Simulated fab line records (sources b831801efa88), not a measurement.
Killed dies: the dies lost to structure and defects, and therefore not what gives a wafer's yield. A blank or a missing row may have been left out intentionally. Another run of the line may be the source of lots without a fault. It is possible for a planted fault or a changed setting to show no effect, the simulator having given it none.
The tool behind it: which one? | flow gf180mcu | Sampling: 11 lots, 33 wafers, 5 of 602 route steps

WHAT THE GAUGES SHOWED, per wafer
GF_V1_RS_MEAS_24: measurement is done with a four-point probe.
lot  | measured     | on            | V1_W_RS (ohm/sq)
L159 | day 19 22:17 | film metro-01 | 0.323 0.327 0.325
L161 | day 20 17:10 | film metro-02 | 0.323 0.335 0.323
L160 | day 20 19:49 | film metro-01 | 0.326 0.327 0.327
L163 | day 21 13:26 | film metro-01 | 0.327 0.326 0.327
L165 | day 22 08:40 | film metro-01 | 0.322 0.333 0.324
L166 | day 22 16:26 | film metro-02 | 0.325 0.326 0.334
L168 | day 23 05:31 | film metro-02 | 0.334 0.330 0.331
L169 | day 23 15:25 | film metro-03 | 0.333 0.324 0.334
L175 | day 25 11:36 | film metro-01 | 0.321 0.323 0.327
L176 | day 25 19:23 | film metro-01 | 0.332 0.336 0.337
L177 | day 26 10:59 | film metro-03 | 0.329 0.329 0.331

GF_V2_RS_MEAS_24: measurement is done with a four-point probe.
lot  | measured     | on            | V2_W_RS (ohm/sq)
L159 | day 22 01:38 | film metro-02 | 0.332 0.327 0.329
L161 | day 22 19:18 | film metro-02 | 0.324 0.323 0.327
L160 | day 22 22:04 | film metro-02 | 0.330 0.333 0.334
L163 | day 23 14:34 | film metro-03 | 0.333 0.329 0.331
L165 | day 24 08:14 | film metro-02 | 0.337 0.328 0.335
L166 | day 24 16:49 | film metro-03 | 0.336 0.334 0.337
L168 | day 25 04:26 | film metro-02 | 0.174 0.173 0.173
L169 | day 25 14:28 | film metro-04 | 0.174 0.175 0.175
L175 | day 27 07:55 | film metro-03 | 0.324 0.331 0.329
L176 | day 27 15:44 | film metro-03 | 0.326 0.321 0.329
L177 | day 28 06:15 | film metro-04 | 0.334 0.330 0.329

GF_V2_THK_MEAS_25: measures by xrf.
lot  | measured     | on            | V2_W_THK (nm)
L159 | day 22 01:44 | film metro-02 | 350 354 351
L161 | day 22 19:25 | film metro-02 | 357 360 355
L160 | day 22 22:11 | film metro-02 | 354 350 349
L163 | day 23 14:41 | film metro-03 | 351 354 351
L165 | day 24 08:20 | film metro-02 | 344 352 346
L166 | day 24 16:56 | film metro-03 | 349 351 348
L168 | day 25 04:33 | film metro-02 | - - -
L169 | day 25 14:35 | film metro-04 | - - -
L175 | day 27 08:02 | film metro-03 | 361 355 352
L176 | day 27 15:50 | film metro-03 | 357 363 356
L177 | day 28 06:22 | film metro-04 | 351 355 354

TOOL THAT RAN EACH LOT (tool first, then ch and the chambers of the sampled wafers, then the start)
lot  | GF_V2_SPUTTER_22             | GF_V2_CVD_23
L159 | pvd sputter-02, day 22 01:27 | cvd w-01 ch 0,1, day 22 01:29
L161 | pvd sputter-01, day 22 19:09 | cvd w-02 ch 0,1, day 22 19:11
L160 | pvd sputter-01, day 22 21:55 | cvd w-02 ch 0,1, day 22 21:58
L163 | pvd sputter-01, day 23 14:18 | cvd w-01 ch 0, day 23 14:20
L165 | pvd sputter-02, day 24 08:03 | cvd w-02 ch 0,1, day 24 08:07
L166 | pvd sputter-01, day 24 16:40 | cvd w-02 ch 0, day 24 16:43
L168 | pvd sputter-02, day 25 04:17 | cvd w-02 ch 1, day 25 04:19
L169 | pvd sputter-02, day 25 14:12 | cvd w-02 ch 1, day 25 14:14
L175 | pvd sputter-03, day 27 07:46 | cvd w-01 ch 0,1, day 27 07:48
L176 | pvd sputter-01, day 27 15:34 | cvd w-01 ch 0,1, day 27 15:36
L177 | pvd sputter-01, day 28 06:06 | cvd w-01 ch 0,1, day 28 06:08
- GF_V2_SPUTTER_22: material TiN, target thk 10 nm, time 40 s.
- GF_V2_CVD_23: deposits W, target thk 350 nm, time 104.94 s.

AS READ BY THE TOOLS THEMSELVES (means over the sampled wafers that have a number; for cases with no such wafer, the mark the record gives instead)
GF_V2_SPUTTER_22.
lot  | tool           | throttle valve pct (%)
L159 | pvd sputter-02 | 29.9
L161 | pvd sputter-01 | 29.4
L160 | pvd sputter-01 | 28.6
L163 | pvd sputter-01 | 30.0
L165 | pvd sputter-02 | 30.0
L166 | pvd sputter-01 | 29.7
L168 | pvd sputter-02 | 30.8
L169 | pvd sputter-02 | 29.2
L175 | pvd sputter-03 | 30.6
L176 | pvd sputter-01 | 30.1
L177 | pvd sputter-01 | 30.1

GF_V2_CVD_23.
lot  | tool     | chamber pressure Torr (Torr) | heater power w (W)
L159 | cvd w-01 | 40.04                        | 822
L161 | cvd w-02 | 39.94                        | 921
L160 | cvd w-02 | 40.11                        | 816
L163 | cvd w-01 | 39.93                        | 874
L165 | cvd w-02 | 39.93                        | 813
L166 | cvd w-02 | 39.88                        | 712
L168 | cvd w-02 | 40.05                        | 1015
L169 | cvd w-02 | 40.03                        | 1019
L175 | cvd w-01 | 39.93                        | 830
L176 | cvd w-01 | 39.93                        | 832
L177 | cvd w-01 | 39.93                        | 836

THE ANSWER, worked out from the rows above alone
Rule: the usual values come from the lots themselves. Put in order of their means at a reading, lots are off if they are a third of the lots or fewer, leave a main group of 4 or more, and stand apart from it by a gap of 3 or more times the standard deviation of the main group's means; of several such gaps the widest counts. A main group whose means are all the same, to the digits that the tables above print for the reading, isn't used. A lot without any number at a reading at which 4 lots or more have one is off too. Where the step has rows for the other lots, those lots are counted as sound. Order of review: gauges by route order, followed by the tools' own readings, for which a lot's mean as printed above is used. At the first step where some lot is off, the reading lying furthest off is the one used; lots without a number count as furthest.
Off: L168, L169, seen at GF_V2_RS_MEAS_24 (V2_W_RS). Mean 0.330 ohm/sq and standard deviation 0.0034 in the main group.
If a tool, at a process step before that reading, ran all the lots that are off and no sound lot after the first of them, it fits. Those tools and the gauges at GF_V2_RS_MEAS_24 are tried in the same way. Undecided on this evidence; 2 tools fit (pvd sputter-02 at GF_V2_SPUTTER_22, cvd w-02 at GF_V2_CVD_23).

WHAT HAD BEEN PUT IN BY THE SIMULATOR
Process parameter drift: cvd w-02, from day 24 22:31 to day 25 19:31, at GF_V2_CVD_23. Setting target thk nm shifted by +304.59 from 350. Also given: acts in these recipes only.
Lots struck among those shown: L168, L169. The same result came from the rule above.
